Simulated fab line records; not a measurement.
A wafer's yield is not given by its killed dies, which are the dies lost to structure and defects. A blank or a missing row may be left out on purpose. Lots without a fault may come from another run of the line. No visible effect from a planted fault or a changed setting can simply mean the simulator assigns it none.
fab line records    flow gf180mcu
record lots=15  wafers=42  last-day=34
route steps=602 shown HV_LDD@197 PSD@255 V1@337
lots with no fault: from the same line, run without faults
start-h: the number of hours between the record's first day and the start of the first shown wafer of the lot    wait-h: how many hours have passed since the lot's step before this one    " same as the row above    L1.1+2: one row covering several wafers at once    - no value present, or no start provided    * or withheld: withheld    < > ~ a bound
route shown NAME@n: names a module that has steps shown in the file, with the first one's number in the route    usual: mean/standard deviation of fault-free wafers    same: alike in all rows    chamber/n: place in a boat    sites: each site's reading    _std_site: their standard deviation    _edge_site: mean of outer sites minus mean of inner sites    radius-mm: for every site, how far away it sits from the centre of the wafer    mask NAME#n: copy n    behind: the most recent tool/chamber to have shaped the wafer    hold: reason for holding the lot/hours on hold/outcome of the hold    device: transistor that didn't switch, given as n, p or np    end of line: at the end of the route, the tests of the same wafers    a step given without rows: its recipe and nothing more    killed: dies that structure and defects cost at the first sort, which is not the same as the wafer's yield    map: a wafer's dies, x killed, . not, _ none there
set.NAME: the run value of the setting; set.NAME@STEP: its run value at that earlier step    model.NAME: the simulator's own value behind a step, which no gauge read
route steps across a sampled set of lots; one table per step, one row per wafer
services: the hour from which a tool's chamber was out of use, counted from the record's first day as start-h (under 0 if before that day), plus the number of hours and why
## steps
# step GF_HV_LDD_IMPLANT_21
# recipe species=BF2  energy-kev=25  dose-cm2=5e+13  tilt-deg=7
# usual beam-on-s=10.00/0.2  faraday-current-uA=282/5.5
lot.wafer  tool          chamber  start-h  wait-h  beam-on-s  faraday-current-uA
L755.2     implanter-03  0        233.60   0.0     10.05      279
L755.5     "             0        "        "       10.02      281
L755.6     "             0        "        "       10.34      274
L756.3     implanter-04  0        241.03   0.1     10.11      279
L756.4     "             0        "        "       9.71       290
L756.5     "             0        "        "       9.96       282
L757.1     implanter-04  0        250.48   0.0     10.20      275
L757.3     "             0        "        "       9.92       285
L757.6     "             0        "        "       9.48       297
L758.1     implanter-01  0        255.12   0.0     9.99       283
L758.5     "             0        "        "       9.85       286
L758.6     "             0        "        "       9.95       282
L761.1     implanter-01  0        282.57   0.0     10.03      281
L761.5     "             0        "        "       8.11       347
L762.4     implanter-01  0        285.90   0.1     9.69       290
L762.5     "             0        "        "       8.19       345
L767.4     implanter-01  0        323.89   0.1     10.23      277
L767.5     "             0        "        "       8.33       339
L768.1     implanter-03  0        338.50   0.0     10.08      280
L768.2     "             0        "        "       10.03      283
L768.6     "             0        "        "       9.97       282
L770.1     implanter-03  0        352.62   0.0     10.00      283
L770.5     "             0        "        "       10.06      280
L770.6     "             0        "        "       10.28      273
L771.1     implanter-03  0        356.37   0.0     9.82       287
L771.4     "             0        "        "       10.00      284
L771.6     "             0        "        "       9.58       293
L774.2     implanter-03  0        389.19   0.0     9.91       285
L774.5     "             0        "        "       9.55       293
L774.6     "             0        "        "       10.28      275
L775.2     implanter-03  0        392.85   0.0     10.07      281
L775.4     "             0        "        "       10.07      279
L775.6     "             0        "        "       10.20      275
L777.1     implanter-01  0        399.12   0.0     9.78       287
L777.3     "             0        "        "       10.78      261
L777.6     "             0        "        "       9.83       286
L776.4     implanter-03  0        400.54   0.1     9.89       286
L776.5     "             0        "        "       10.47      268
L776.6     "             0        "        "       10.10      279
L778.2     implanter-03  0        411.72   0.0     9.90       284
L778.3     "             0        "        "       9.87       285
L778.6     "             0        "        "       10.02      281
# step GF_HV_LDD_TW_MEAS_23
# usual HV_LDD_2_TW=1066/4.8
lot.wafer  tool           chamber  start-h  wait-h  HV_LDD_2_TW
L755.2     film-metro-04  -        233.84   0.1     1065
L755.5     "              -        "        "       1063
L755.6     "              -        "        "       1059
L756.3     film-metro-03  -        241.25   0.1     1069
L756.4     "              -        "        "       1076
L756.5     "              -        "        "       1068
L757.1     film-metro-04  -        250.73   0.1     1066
L757.3     "              -        "        "       1062
L757.6     "              -        "        "       1064
L758.1     film-metro-04  -        255.37   0.1     1066
L758.5     "              -        "        "       1062
L758.6     "              -        "        "       1068
L761.1     film-metro-03  -        282.82   0.1     1065
L761.5     "              -        "        "       996
L762.4     film-metro-02  -        286.10   0.1     1069
L762.5     "              -        "        "       1005
L767.4     film-metro-02  -        324.10   0.1     1073
L767.5     "              -        "        "       1006
L768.1     film-metro-04  -        338.75   0.1     1060
L768.2     "              -        "        "       1061
L768.6     "              -        "        "       1061
L770.1     film-metro-02  -        352.87   0.1     1068
L770.5     "              -        "        "       1066
L770.6     "              -        "        "       1066
L771.1     film-metro-02  -        356.62   0.1     1069
L771.4     "              -        "        "       1071
L771.6     "              -        "        "       1074
L774.2     film-metro-04  -        389.43   0.1     1062
L774.5     "              -        "        "       1066
L774.6     "              -        "        "       1071
L775.2     film-metro-04  -        393.08   0.1     1066
L775.4     "              -        "        "       1066
L775.6     "              -        "        "       1063
L777.1     film-metro-04  -        399.37   0.1     1065
L777.3     "              -        "        "       1068
L777.6     "              -        "        "       1070
L776.4     film-metro-03  -        400.75   0.1     1076
L776.5     "              -        "        "       1076
L776.6     "              -        "        "       1073
L778.2     film-metro-03  -        411.96   0.1     1057
L778.3     "              -        "        "       1064
L778.6     "              -        "        "       1067
# step GF_HV_LDD_THK_MEAS_57
# recipe reads=Si3N4_of_HV_LDD_CVD_56
# usual HV_LDD_CVD_56_THK=89.7/0.87
lot.wafer  tool           chamber  start-h  wait-h  HV_LDD_CVD_56_THK[nm]
L755.2     film-metro-02  -        274.67   0.0     89.8
L755.5     "              -        "        "       90.3
L755.6     "              -        "        "       89.6
L756.3     film-metro-03  -        283.00   0.0     89.8
L756.4     "              -        "        "       90.6
L756.5     "              -        "        "       90.0
L757.1     film-metro-04  -        293.50   0.0     89.4
L757.3     "              -        "        "       89.4
L757.6     "              -        "        "       90.1
L758.1     film-metro-02  -        297.70   0.0     88.8
L758.5     "              -        "        "       88.1
L758.6     "              -        "        "       88.6
L761.1     film-metro-02  -        325.85   0.0     88.7
L761.5     "              -        "        "       88.8
L762.4     film-metro-04  -        329.33   0.0     88.9
L762.5     "              -        "        "       88.3
L767.4     film-metro-04  -        370.51   0.0     91.8
L767.5     "              -        "        "       90.8
L768.1     film-metro-02  -        386.91   0.0     90.4
L768.2     "              -        "        "       90.7
L768.6     "              -        "        "       89.8
L770.1     film-metro-02  -        400.95   0.0     90.0
L770.5     "              -        "        "       89.7
L770.6     "              -        "        "       89.6
L771.1     film-metro-02  -        404.80   0.0     90.1
L771.4     "              -        "        "       90.2
L771.6     "              -        "        "       89.5
L774.2     film-metro-03  -        441.64   0.0     91.4
L774.5     "              -        "        "       90.6
L774.6     "              -        "        "       90.9
L775.2     film-metro-02  -        444.66   0.0     90.1
L775.4     "              -        "        "       89.8
L775.6     "              -        "        "       88.6
L777.1     film-metro-02  -        451.92   0.0     90.3
L777.3     "              -        "        "       89.2
L777.6     "              -        "        "       89.8
L776.4     film-metro-02  -        453.21   0.0     89.3
L776.5     "              -        "        "       89.1
L776.6     "              -        "        "       89.6
L778.2     film-metro-03  -        465.35   0.0     91.0
L778.3     "              -        "        "       91.1
L778.6     "              -        "        "       91.6
# step GF_PSD_CD_MEAS_07
# recipe target-cd-nm=400
# usual cd-nm=400.0/1.8
lot.wafer  tool       chamber  start-h  wait-h  cd-nm
L755.2     cd-sem-01  -        314.03   0.1     399.8
L755.5     "          -        "        "       397.7
L755.6     "          -        "        "       398.4
L756.3     cd-sem-01  -        322.98   0.1     399.5
L756.4     "          -        "        "       401.6
L756.5     "          -        "        "       400.1
L757.1     cd-sem-01  -        334.28   0.1     398.7
L757.3     "          -        "        "       399.7
L757.6     "          -        "        "       399.2
L758.1     cd-sem-01  -        337.69   0.1     400.3
L758.5     "          -        "        "       400.3
L758.6     "          -        "        "       401.0
L761.1     cd-sem-01  -        367.91   0.1     399.8
L761.5     "          -        "        "       399.7
L762.4     cd-sem-02  -        372.22   0.1     400.9
L762.5     "          -        "        "       399.0
L767.4     cd-sem-01  -        417.12   0.1     400.5
L767.5     "          -        "        "       401.4
L768.1     cd-sem-02  -        435.09   0.1     402.5
L768.2     "          -        "        "       402.8
L768.6     "          -        "        "       402.4
L770.1     cd-sem-01  -        449.96   0.1     405.2
L770.5     "          -        "        "       404.9
L770.6     "          -        "        "       403.1
L771.1     cd-sem-01  -        452.93   0.1     398.7
L771.4     "          -        "        "       397.4
L771.6     "          -        "        "       399.3
L774.2     cd-sem-01  -        490.48   0.1     400.9
L774.5     "          -        "        "       397.7
L774.6     "          -        "        "       396.8
L775.2     cd-sem-02  -        493.85   0.1     402.3
L775.4     "          -        "        "       400.4
L775.6     "          -        "        "       400.8
L777.1     cd-sem-01  -        500.64   0.1     399.0
L777.3     "          -        "        "       399.9
L777.6     "          -        "        "       400.8
L776.4     cd-sem-01  -        500.94   0.2     402.1
L776.5     "          -        "        "       402.0
L776.6     "          -        "        "       402.5
L778.2     cd-sem-01  -        513.53   0.1     399.7
L778.3     "          -        "        "       398.1
L778.6     "          -        "        "       397.8
# step GF_V1_CVD_02
# recipe material=SiO2  target-thk-nm=850  precursor=TEOS  temp-c=400  time-s=94.851  rf-w=600
# usual heater-power-w=645/160
lot.wafer  tool      chamber  start-h  wait-h  heater-power-w
L755.2     pecvd-01  0        382.28   0.0     506
L755.5     "         2        "        "       419
L755.6     "         0        "        "       551
L756.3     pecvd-01  0        393.02   0.0     497
L756.4     "         1        "        "       925
L756.5     "         0        "        "       560
L757.1     pecvd-02  0        405.29   0.1     529
L757.3     "         1        "        "       862
L757.6     "         2        "        "       528
L758.1     pecvd-01  0        408.47   0.1     598
L758.5     "         1        "        "       935
L758.6     "         0        "        "       486
L761.1     pecvd-02  0        442.71   0.1     494
L761.5     "         0        "        "       537
L762.4     pecvd-04  1        449.28   0.1     782
L762.5     "         2        "        "       745
L767.4     pecvd-02  1        493.68   0.1     818
L767.5     "         2        "        "       657
L768.1     pecvd-02  2        512.13   0.1     663
L768.2     "         0        "        "       513
L768.6     "         2        "        "       687
L770.1     pecvd-04  2        526.27   0.1     737
L770.5     "         1        "        "       797
L770.6     "         2        "        "       762
L771.1     pecvd-01  0        529.45   0.1     565
L771.4     "         2        "        "       429
L771.6     "         0        "        "       613
L774.2     pecvd-04  0        564.01   0.0     593
L774.5     "         2        "        "       608
L774.6     "         1        "        "       803
L775.2     pecvd-01  1        566.83   0.0     864
L775.4     "         1        "        "       924
L775.6     "         0        "        "       594
L777.1     pecvd-01  1        572.12   0.1     894
L777.3     "         2        "        "       447
L777.6     "         1        "        "       933
L776.4     pecvd-02  1        572.90   0.1     666
L776.5     "         0        "        "       533
L776.6     "         2        "        "       669
L778.2     pecvd-04  1        585.33   0.0     681
L778.3     "         0        "        "       653
L778.6     "         2        "        "       603
## services
tool          chamber  start-h  hours  kind
pecvd-04      -        212.25   0.2    repair
pecvd-01      -        219.10   1.0    repair
pecvd-01      -        219.66   1.4    repair
pecvd-02      -        220.05   1.4    repair
implanter-03  -        221.16   3.7    pm
pecvd-04      0        245.55   21.3   repair
implanter-01  -        255.27   3.1    pm
implanter-03  -        272.99   2.7    repair
pecvd-02      1        279.98   10.8   repair
implanter-03  -        331.24   2.8    repair
pecvd-02      -        331.67   2.0    repair
implanter-01  -        356.31   4.9    repair
pecvd-02      -        439.07   0.7    repair
implanter-03  -        442.32   3.6    pm
implanter-03  -        452.08   1.1    repair
pecvd-01      -        456.74   1.4    repair
pecvd-02      -        459.24   1.6    repair
pecvd-01      -        486.15   5.3    repair
implanter-01  -        496.08   3.6    repair
implanter-03  -        506.47   4.0    repair
implanter-03  -        514.56   2.3    repair
implanter-03  -        546.05   2.5    repair
pecvd-02      -        560.54   1.6    repair
pecvd-01      -        576.49   1.8    repair
## key
first-sign step=GF_HV_LDD_IMPLANT_21  reading=faraday-current-uA  direction=up  sigmas=11  usual=282  struck=344
effect step=GF_HV_LDD_IMPLANT_21  reading=beam-on-s  direction=down  sigmas=9.1  usual=10.00  struck=8.21
effect step=GF_HV_LDD_TW_MEAS_23  reading=HV_LDD_2_TW  direction=down  sigmas=13  usual=1066  struck=1002
met-at GF_HV_LDD_IMPLANT_21
struck-lots L761,L762,L767
struck-wafers L761.5,L762.5,L767.5
tester-left-out L761,L762,L767
not-acting-at GF_HV_LDD_THK_MEAS_57,GF_PSD_CD_MEAS_07,GF_V1_CVD_02
onset-between 255.12 282.57
fault kind=process-parameter-drift  tool=implanter-01  chamber=-  onset-h=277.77  steps=GF_HV_LDD_IMPLANT_21  channel=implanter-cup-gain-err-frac  offset=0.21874  shape=step  end-h=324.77  scope=struck-wafers-only
# tester-left-out: of these lots the tester's yield and bins aren't shown, on N5 and GAA mostly nor the transistor test; their killed dies are dies lost to structure and defects alone, not to doping, threshold or leakage, so they don't give the yield
